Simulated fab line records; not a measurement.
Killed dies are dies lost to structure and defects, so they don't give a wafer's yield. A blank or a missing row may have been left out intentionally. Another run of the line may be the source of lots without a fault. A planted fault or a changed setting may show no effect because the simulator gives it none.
2 desks, one fault :: flow sky130 :: what lay behind the numbers comes last; until then each desk has only its own

== THE METROLOGY DESK ==
What the gauges read for every lot (on any tool): the sampled wafers with a number, averaged. The brackets show how far a lot's mean lies from the usual mean; more than 4 standard deviations puts the lot out of limits, marked OUT.
Columns: A = LDD_N_OVL at SKY_LDD_N_OVL_MEAS_07, usual -0.4 nm
lot: L144
first seen here: day 17 16:44
A: 1.3

lot: L147
first seen here: day 18 20:18
A: -1.6

lot: L161
first seen here: day 23 22:35
A: -1.0

lot: L162
first seen here: day 24 18:05
A: -2.6

lot: L163
first seen here: day 24 23:36
A: 0.2

lot: L164
first seen here: day 25 02:20
A: 1.1
Finding of this desk: none of the 6 lots has anything out of limits.

== THE TOOL OWNER'S DESK: implanter-02 ==
The tool's own readings at SKY_LDD_N_IMPLANT_14: means of the sampled wafers that have a number, for each lot that ran on this tool. The brackets show how far a lot's mean lies from the usual mean; more than 4 standard deviations puts the lot out of limits, marked OUT.
Columns: A = faraday-current-uA at SKY_LDD_N_IMPLANT_14, usual 28.2; B = tilt-deg at SKY_LDD_N_IMPLANT_14, usual 29.998 degrees
lot: L144
first seen here: day 17 17:41
A: 28.5
B: 29.969

lot: L161
first seen here: day 24 00:02
A: 28.6
B: 0.031 (-99 or more) OUT

lot: L164
first seen here: day 25 03:19
A: 27.7
B: -0.032 (-99 or more) OUT
This desk finds L161, L164 out of limits, L161 being first, at day 24 00:02 (tilt-deg at SKY_LDD_N_IMPLANT_14). L144 stayed within limits.

== PUT TOGETHER ==
The tool owner's desk could have raised an alarm at day 24 00:02, on L161, L164.
At the metrology desk, nothing out of limits was observed.
The metrology desk holds a record of L161, L164, inside its limits.
SKY_LDD_N_IMPLANT_14 was run on implanter-02 by each of the lots named.

== WHAT HAD BEEN PUT IN BY THE SIMULATOR ==
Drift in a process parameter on implanter-02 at SKY_LDD_N_IMPLANT_14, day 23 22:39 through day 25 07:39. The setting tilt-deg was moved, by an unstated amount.
Struck lots among those shown: L161, L164.
How many hours passed from the start of the fault until each desk's first out-of-limits reading: the tool owner's desk, 1.
